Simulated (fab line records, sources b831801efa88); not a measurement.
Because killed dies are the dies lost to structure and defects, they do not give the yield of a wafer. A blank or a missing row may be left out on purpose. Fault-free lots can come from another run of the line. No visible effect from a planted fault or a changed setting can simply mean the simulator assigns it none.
fab line records + flow gf180mcu
[record]
- lots = 6
- wafers = 18
- lastDay = 34
route steps=602 shown STI@1
lots that met no fault: taken from a fault-free run of the same line
startH: the number of hours between the record's first day and the start of the first shown wafer of the lot + waitH: hours since the lot's step before + " identical to the entry in the row above + L1.1+2: a single row standing in for several wafers + - no value present, or no start provided + * or withheld: withheld + < > ~ a bound
route shown NAME@n: names a module that has steps shown in the file, with the first one's number in the route + usual: average and standard deviation across the fault-free wafers + same: alike in all rows + chamber/n: place in a boat + sites: readings site by site + _std_site: how widely they spread, as a standard deviation + _edge_site: outer sites' mean less inner sites' + radiusMm: how far each site lies from the wafer's centre + mask NAME#n: copy n + behind: the most recent tool/chamber to have shaped the wafer + hold: the reason the lot was held/the length of the hold in hours/how it ended + device: transistor that didn't switch, given as n, p or np + end of line: the tests these same wafers got at the end of their route + step lacking rows: just its recipe + killed: the dies lost at the first sort to structure and to defects; this is not the yield of the wafer + map: the dies of a wafer, with x for killed, . for not killed, _ for no die there
set.NAME: the run value of the setting; set.NAME@STEP: its run value at that earlier step + model.NAME: the simulator's own value behind a step, which no gauge read
lots at some steps of the route; a table a step, a row a wafer
[[steps]]
[step GF_STI_BOW_MEAS_00]
[recipe]
- mode = bow
[usual]
- INCOMING_BOW = 1/6.2
| lot.wafer | tool         | chamber | startH | waitH | INCOMING_BOW[um] |
|-----------|--------------|---------|--------|-------|------------------|
| L225.1    | filmMetro-04 | -       | 45.00  | -     | -1               |
| L225.2    | "            | -       | "      | "     | 6                |
| L225.3    | "            | -       | "      | "     | -10              |
| L232.1    | filmMetro-04 | -       | 80.00  | -     | -4               |
| L232.2    | "            | -       | "      | "     | 1                |
| L232.4    | "            | -       | "      | "     | -1               |
| L233.1    | filmMetro-04 | -       | 85.00  | -     | -6               |
| L233.4    | "            | -       | "      | "     | 10               |
| L233.6    | "            | -       | "      | "     | 1                |
| L237.1    | filmMetro-03 | -       | 105.00 | -     | 17               |
| L237.2    | "            | -       | "      | "     | 4                |
| L237.3    | "            | -       | "      | "     | 1                |
| L238.1    | filmMetro-04 | -       | 110.00 | -     | -4               |
| L238.2    | "            | -       | "      | "     | -8               |
| L238.3    | "            | -       | "      | "     | 5                |
| L241.2    | filmMetro-02 | -       | 125.02 | -     | -4               |
| L241.4    | "            | -       | "      | "     | 3                |
| L241.6    | "            | -       | "      | "     | -8               |
[step GF_STI_OXIDATION_01]
[recipe]
- tempC = 900
- ambient = O2
- stabiliseS = 600
- purgeS = 300
- targetThkA = 100
- oxTimeS = 1418
[step GF_STI_THK_MEAS_02]
[recipe]
- reads = SiO2_of_STI_OXIDATION_01
[usual]
- STI_OXIDATION_THK = 9.97/0.2
| lot.wafer | tool         | chamber | startH | waitH | STI_OXIDATION_THK[nm] |
|-----------|--------------|---------|--------|-------|-----------------------|
| L225.1    | filmMetro-03 | -       | 46.76  | 0.0   | 9.95                  |
| L225.2    | "            | -       | "      | "     | 9.87                  |
| L225.3    | "            | -       | "      | "     | 9.97                  |
| L232.1    | filmMetro-04 | -       | 81.51  | 0.0   | 10.14                 |
| L232.2    | "            | -       | "      | "     | 9.93                  |
| L232.4    | "            | -       | "      | "     | 10.04                 |
| L233.1    | filmMetro-04 | -       | 87.13  | 0.0   | 9.71                  |
| L233.4    | "            | -       | "      | "     | 9.54                  |
| L233.6    | "            | -       | "      | "     | 9.53                  |
| L237.1    | filmMetro-03 | -       | 110.86 | 0.0   | 9.76                  |
| L237.2    | "            | -       | "      | "     | 9.90                  |
| L237.3    | "            | -       | "      | "     | 9.76                  |
| L238.1    | filmMetro-03 | -       | 113.38 | 0.0   | 9.62                  |
| L238.2    | "            | -       | "      | "     | 9.66                  |
| L238.3    | "            | -       | "      | "     | 9.76                  |
| L241.2    | filmMetro-02 | -       | 126.52 | 0.0   | 10.08                 |
| L241.4    | "            | -       | "      | "     | 10.23                 |
| L241.6    | "            | -       | "      | "     | 10.10                 |
[step GF_STI_CVD_03]
[recipe]
- material = Si3N4
- precursor = DCS/NH3
- targetThkNm = 207.16
- tempC = 770
- timeS = 3551
- pressureMtorr = 250
[step GF_STI_THK_MEAS_04]
[recipe]
- reads = Si3N4_of_STI_CVD_03
[usual]
- STI_CVD_03_THK = 207.4/2
| lot.wafer | tool         | chamber | startH | waitH | STI_CVD_03_THK[nm] |
|-----------|--------------|---------|--------|-------|--------------------|
| L225.1    | filmMetro-03 | -       | 49.80  | 0.0   | 206.5              |
| L225.2    | "            | -       | "      | "     | 206.0              |
| L225.3    | "            | -       | "      | "     | 206.5              |
| L232.1    | filmMetro-02 | -       | 84.55  | 0.0   | 206.2              |
| L232.2    | "            | -       | "      | "     | 205.2              |
| L232.4    | "            | -       | "      | "     | 207.1              |
| L233.1    | filmMetro-04 | -       | 89.17  | 0.0   | 207.9              |
| L233.4    | "            | -       | "      | "     | 206.2              |
| L233.6    | "            | -       | "      | "     | 209.4              |
| L237.1    | filmMetro-02 | -       | 112.90 | 0.0   | 208.2              |
| L237.2    | "            | -       | "      | "     | 207.1              |
| L237.3    | "            | -       | "      | "     | 203.9              |
| L238.1    | filmMetro-04 | -       | 115.91 | 0.0   | 209.3              |
| L238.2    | "            | -       | "      | "     | 207.7              |
| L238.3    | "            | -       | "      | "     | 209.1              |
| L241.2    | filmMetro-02 | -       | 128.57 | 0.0   | 208.3              |
| L241.4    | "            | -       | "      | "     | 208.9              |
| L241.6    | "            | -       | "      | "     | 206.6              |
[step GF_STI_DEHYDRATE_05]
[recipe]
- tempC = 200
- timeS = 60
[step GF_STI_HMDS_06]
[recipe]
- primeTimeS = 60
- primeTempC = 120
[step GF_STI_COAT_07]
[recipe]
- resist = KrF
- spinRpm = withheld
- resistThkNm = 700
[step GF_STI_SOFTBAKE_08]
[recipe]
- tempC = 130
- timeS = 60
- resist = KrF
[step GF_STI_EXPOSE_09]
[recipe]
- maskId = COMP
- targetCdNm = 220
- na = 0.68
- sourceShape = conventional
- sigmaOuter = 0.6
- doseMj = 28
[step GF_STI_PEB_10]
[recipe]
- pebTempC = 135
- pebTimeS = 90
- resist = KrF
[step GF_STI_DEVELOP_11]
[recipe]
- developTimeS = 60
- devTempC = 21
[usual]
- chillPlateTempC = 22.98/0.1
- developTimeS = 60/0
| lot.wafer | tool          | chamber | startH | waitH | chillPlateTempC | developTimeS | model.KrF_of_STI_COAT_07.thkNm |
|-----------|---------------|---------|--------|-------|-----------------|--------------|--------------------------------|
| L225.1    | lithoTrack-02 | 0       | 61.88  | 0.2   | 22.94           | 60           | 686.1                          |
| L225.2    | "             | 0       | "      | "     | 23.14           | 60           | 684                            |
| L225.3    | "             | 0       | "      | "     | 23.01           | 60           | 685.2                          |
| L232.1    | lithoTrack-03 | -       | 97.97  | 0.2   | -               | -            | 700.8                          |
| L232.2    | "             | -       | "      | "     | -               | -            | 699.6                          |
| L232.4    | "             | -       | "      | "     | -               | -            | 702.4                          |
| L233.1    | lithoTrack-04 | -       | 102.82 | 0.2   | -               | -            | 701                            |
| L233.4    | "             | -       | "      | "     | -               | -            | 698.6                          |
| L233.6    | "             | -       | "      | "     | -               | -            | 698.6                          |
| L237.1    | lithoTrack-04 | 0       | 127.06 | 0.2   | 23.14           | 60           | 688.2                          |
| L237.2    | "             | 0       | "      | "     | 22.92           | 60           | 685.6                          |
| L237.3    | "             | 0       | "      | "     | 23.05           | 60           | 686                            |
| L238.1    | lithoTrack-03 | 0       | 130.07 | 0.2   | 23.11           | 60           | 686.2                          |
| L238.2    | "             | 0       | "      | "     | 22.98           | 60           | 685                            |
| L238.3    | "             | 0       | "      | "     | 22.86           | 60           | 682.8                          |
| L241.2    | lithoTrack-04 | 0       | 143.39 | 0.2   | 22.94           | 60           | 691.3                          |
| L241.4    | "             | 0       | "      | "     | 22.98           | 60           | 689.8                          |
| L241.6    | "             | 0       | "      | "     | 23.11           | 60           | 690                            |
[step GF_STI_CD_MEAS_12]
[recipe]
- targetCdNm = 220
[usual]
- cdNm = 219.9/1.5
| lot.wafer | tool     | chamber | startH | waitH | cdNm  |
|-----------|----------|---------|--------|-------|-------|
| L225.1    | cdSem-01 | -       | 62.03  | 0.1   | 218.1 |
| L225.2    | "        | -       | "      | "     | 218.2 |
| L225.3    | "        | -       | "      | "     | 216.5 |
| L232.1    | cdSem-01 | -       | 98.12  | 0.1   | -     |
| L232.2    | "        | -       | "      | "     | -     |
| L232.4    | "        | -       | "      | "     | -     |
| L233.1    | cdSem-01 | -       | 102.97 | 0.1   | -     |
| L233.4    | "        | -       | "      | "     | -     |
| L233.6    | "        | -       | "      | "     | -     |
| L237.1    | cdSem-01 | -       | 127.21 | 0.1   | 223.3 |
| L237.2    | "        | -       | "      | "     | 222.2 |
| L237.3    | "        | -       | "      | "     | 223.4 |
| L238.1    | cdSem-01 | -       | 130.22 | 0.1   | 219.3 |
| L238.2    | "        | -       | "      | "     | 218.2 |
| L238.3    | "        | -       | "      | "     | 219.3 |
| L241.2    | cdSem-02 | -       | 143.53 | 0.1   | 220.8 |
| L241.4    | "        | -       | "      | "     | 221.3 |
| L241.6    | "        | -       | "      | "     | 220.3 |
[[key]]
[firstSign]
- step = GF_STI_DEVELOP_11
- reading = toolRecord
- direction = missing
effect none on later readings
[modelEffect]
- step = GF_STI_DEVELOP_11
- value = KrF_of_STI_COAT_07.thkNm
- without = 685.2
- struck = 700.2
metAt GF_STI_DEVELOP_11
struckWafers L232.1,L232.2,L232.4,L233.1,L233.4,L233.6
laterRowsLeftOut L232.1,L232.2,L232.4,L233.1,L233.4,L233.6
sortLeftOut L232.1,L232.2,L232.4,L233.1,L233.4,L233.6
testerLeftOut L232,L233
[fault]
- kind = skippedStepWhole
- tool = lithoTrack-03,lithoTrack-04
- chamber = -
- onsetH = 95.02
- steps = GF_STI_DEVELOP_11
- scope = struckLotsOnly
// testerLeftOut: of these lots the tester's yield and bins aren't shown, on N5 and GAA mostly nor the transistor test; their killed dies are dies lost to structure and defects alone, not to doping, threshold or leakage, so they don't give the yield
// sortLeftOut: the simulated sort isn't trusted on such a fault, so these wafers' sort isn't shown, and their yield isn't known
// laterRowsLeftOut: the simulator's readings of these wafers behind a module that went badly wrong aren't trusted and aren't shown, but for the sort
